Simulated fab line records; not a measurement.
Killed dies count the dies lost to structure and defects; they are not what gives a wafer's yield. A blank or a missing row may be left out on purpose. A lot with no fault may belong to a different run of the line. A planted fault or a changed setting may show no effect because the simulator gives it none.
Problem report in the 8D (eight disciplines) form, filled by code :: flow gf180mcu :: the parts of the form that need people (team, actions taken, sign-off) are left out

1. THE ISSUE
Mean of temp-c at GF_STI_WET_ETCH_27: 157.50 C across 9 wafers in 3 lots; on wafers with no fault it is 159.99 C (standard deviation 0.12). That is -21 standard deviations from the usual mean.
The step: etches Si3N4 in H3PO4, target depth 160 nm, time 1825 s.
First observed at day 3 17:35: wafer L810.1, on wet-bench-03. The record holds 42 wafers of 14 lots with a number at this step. Rule for "out", or "out of limits": more than 4 standard deviations from the usual mean. All remaining wafers that have a number are taken as sound.

2. WHAT IT IS, AND WHAT IT ISN'T
question: which readings at this step
is: temp-c
is not: -

question: which lots
is: L810, L812, L814
is not: L803, L805, L806, L807, L808, L809, L817, L822, L823, L825, L826

question: which wafers of those lots
is: all that have a number
is not: -

question: read on which tools
is: wet-bench-03
is not: wet-bench-01, wet-bench-04

question: when
is: from day 3 17:35
is not: up to then (18 sound wafers); but 15 sound wafers of L817, L822, L823, L825, L826 came after

3. THE SUSPECTS, EACH WITH WHAT RULES IT OUT
Counting: a tool at any process step up to the reading remains a suspect when it ran all the lots that are out and ran no sound lot after the first of those.
- wet-bench-03 at GF_STI_WET_ETCH_27 (etches Si3N4 in H3PO4, target depth 160 nm, time 1825 s): ruled out as a lasting fault. Following L810 (day 3 17:35), the first lot on it that is out, the sound lots L826 were run on it.
Left after counting: nothing in the record.

4. THE CAUSE (what the simulator had put in)
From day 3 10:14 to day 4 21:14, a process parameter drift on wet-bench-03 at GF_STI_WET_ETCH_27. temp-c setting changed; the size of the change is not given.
Counting ruled it out, wrongly.

5. THE CHAIN OF EFFECTS, in route order
Each row: a reading where the mean over the struck wafers with a number is more than 3 standard deviations away from the usual. Only readings for which the record gives a usual standard deviation are gone through. hours: the time from each lot's start at the first step in this table that gives one to its start at this step, as a median over the lots. sigmas: the change in usual standard deviations.
hours: 0
step: GF_STI_WET_ETCH_27
reading: bath-guard-temp-C
usual: 159.8 C
on struck wafers: 157.5
change: -2.3
sigmas: -3.4

hours: 0
step: GF_STI_WET_ETCH_27
reading: temp-c
usual: 159.99 C
on struck wafers: 157.50
change: -2.49
sigmas: -21
The process steps in it:
- GF_STI_WET_ETCH_27: etches Si3N4 in H3PO4, target depth 160 nm, time 1825 s.
Later measuring or inspecting steps at which every struck wafer that the step has a row for has a number for every such reading, and none has moved that far: GF_VT_IMPLANT_TW_MEAS_32, GF_POLY_GATE_THK_MEAS_17.

6. WHAT WOULD HAVE CAUGHT IT SOONER
In this record no reading fell out of limits until day 3 17:35, 7 hours after the fault had begun at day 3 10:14.
